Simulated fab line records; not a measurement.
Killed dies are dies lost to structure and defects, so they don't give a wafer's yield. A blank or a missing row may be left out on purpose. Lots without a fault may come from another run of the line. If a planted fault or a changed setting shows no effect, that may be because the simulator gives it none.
Struck lot and sound lot, side by side -- flow sfq_line -- 21 out of 325 route steps
Sound: the wafers L585.1, L585.2, L585.3. The struck wafers were L578.4, L578.5, L578.6. The cause comes at the end.
Each step with rows lists, per side, the tool, then ch with its chambers, then its first start. Under that, the readings that differ: sound wafers -- struck wafers -- difference of the means -- sigmas: that difference in standard deviations of wafers without a fault.
alike: a reading whose means differ by less than 2 such deviations, as well as words and numbers matching on both sides. not compared: withheld readings; readings where some wafer has no value; bounds like >300 that might hide an equal value; numbers whose values overlap and for which the record gives no deviation.
A row with sigmas, a row that says differs or no value, or rows on one side alone: a step with any of these is where the two part. Numbers that don't overlap but have no deviation are shown without sigmas and don't part them. A reading missing from all wafers of one side parts the sides only when that side holds two or more wafers.

first, 3 steps without rows for these wafers: SFQ_TRILAYER_M0_LITHO_EXPOSE_022 (exposes mask M0, target cd 500 nm); SFQ_TRILAYER_M0_LITHO_PEB_024 (peb time 60 s); SFQ_TRILAYER_M0_LITHO_DEVELOP_023 (time 60 s).
SFQ_M0_OVL_MEAS_906:
  sound: overlay-01 at day 16 10:30; struck: overlay-02 at day 14 09:20
  alike: M0_OVL
SFQ_TRILAYER_M0_BARC_OPEN_METAL_ETCH_031: etches BARC in O2, target depth 125 nm, time 41.7 s.
  sound on rie_metal-02 ch 0,1, day 16 10:32; struck on rie_metal-02 ch 0,1, day 14 09:22
  alike: drypump_motor_current_A, oes_product_au
  not compared: rf_hours_counter_h
then, 1 step without rows for these wafers: SFQ_TRILAYER_M0_ETCH_METAL_ETCH_024 (etches Nb in Cl2/Ar, stops on SiO2, target depth 240 nm, time 120 s).
SFQ_TRILAYER_M0_STRIP_STRIP_025: strips in O2.
  sound on rie_metal-02 ch 0,1, day 16 10:43; struck on rie_metal-02 ch 0,1, day 14 09:44
  alike: drypump_motor_current_A, oes_product_au
  not compared: rf_hours_counter_h
then, 1 step without rows for these wafers: SFQ_TRILAYER_M0_STRIP_SOLV_CLEAN_026 (cleans in NMP, time 600 s).
SFQ_TRILAYER_I0_DEP_PECVD_027: deposits SiO2 from SiH4/N2O, time 111.11 s, target thk 500 nm.
  sound on pecvd-02 ch 0,1,2, day 16 11:30; struck on pecvd-01 ch 0,1,2, day 14 10:23
reading,sound,struck,difference,sigmas
showerhead_vpp_V (V),934 917 915,813 807 852,-98,-2
  alike: chamber_pressure_Torr, heater_power_w, susceptor_temp_C, throttle_valve_pct
then, 1 step without rows for these wafers: SFQ_TRILAYER_I0_CMP_CMP_028 (polishes SiO2).
SFQ_I0_BOW_MEAS_907:
  sound: film_metro-02 at day 16 16:47; struck: film_metro-04 at day 14 13:29
  alike: I0_BOW
SFQ_TRILAYER_I0_METRO_MEASURE_029:
  sound: film_metro-02 at day 16 16:55; struck: film_metro-04 at day 14 14:08
  alike: thk_nm
SFQ_TRILAYER_I0_VIA_LITHO_COAT_036: resist thk 62 nm.
  sound on litho_track-03 ch 0, day 16 18:07; struck on litho_track-04 ch 0, day 14 14:53
reading,sound,struck,difference,sigmas
model.BARC_of_TRILAYER_I0_VIA_LITHO_COAT_036.thk_nm (nm),61.68 61.77 61.54,63.15 63.31 63.27,+1.58,
then, 5 steps without rows for these wafers: SFQ_TRILAYER_I0_VIA_LITHO_COAT_031 (resist thk 650 nm); SFQ_TRILAYER_I0_VIA_LITHO_SOFTBAKE_035; SFQ_TRILAYER_I0_VIA_LITHO_EXPOSE_032 (exposes mask I0, target cd 500 nm); SFQ_TRILAYER_I0_VIA_LITHO_PEB_034 (peb time 60 s); SFQ_TRILAYER_I0_VIA_LITHO_DEVELOP_033 (time 60 s).
-- the record jumps here: 5 days lie between the struck wafers' starts before and after --
SFQ_I0_OVL_MEAS_908:
  sound: overlay-01 at day 21 16:20; struck: overlay-01 at day 19 04:34
  alike: I0_OVL
SFQ_TRILAYER_I0_VIA_BARC_OPEN_VIA_ETCH_046: etches BARC in O2, target depth 125 nm, time 41.7 s.
  sound on rie_diel-03 ch 0,1,2, day 21 16:22; struck on rie_diel-04 ch 0,3, day 19 04:34
reading,sound,struck,difference,sigmas
model.etch.depth_nm (nm),61.68 61.77 61.54,63.15 63.31 63.27,+1.58,
  alike: drypump_motor_current_A, oes_product_au
  not compared: rf_hours_counter_h
SFQ_TRILAYER_I0_VIA_ETCH_VIA_ETCH_034: etches SiO2 in CHF3, stops on Nb, target depth 260 nm.
  sound on rie_diel-03 ch 0,1,2, day 21 16:25; struck on rie_diel-04 ch 0,3, day 19 04:37
  alike: drypump_motor_current_A, oes_product_au

WHERE THEY PART
Within this record, at SFQ_TRILAYER_I0_DEP_PECVD_027 only. Later steps at which nothing parts them and some readings are alike: SFQ_I0_BOW_MEAS_907, SFQ_TRILAYER_I0_METRO_MEASURE_029, SFQ_I0_OVL_MEAS_908, SFQ_TRILAYER_I0_VIA_BARC_OPEN_VIA_ETCH_046, SFQ_TRILAYER_I0_VIA_ETCH_VIA_ETCH_034.

WHY: the cause the simulator had injected
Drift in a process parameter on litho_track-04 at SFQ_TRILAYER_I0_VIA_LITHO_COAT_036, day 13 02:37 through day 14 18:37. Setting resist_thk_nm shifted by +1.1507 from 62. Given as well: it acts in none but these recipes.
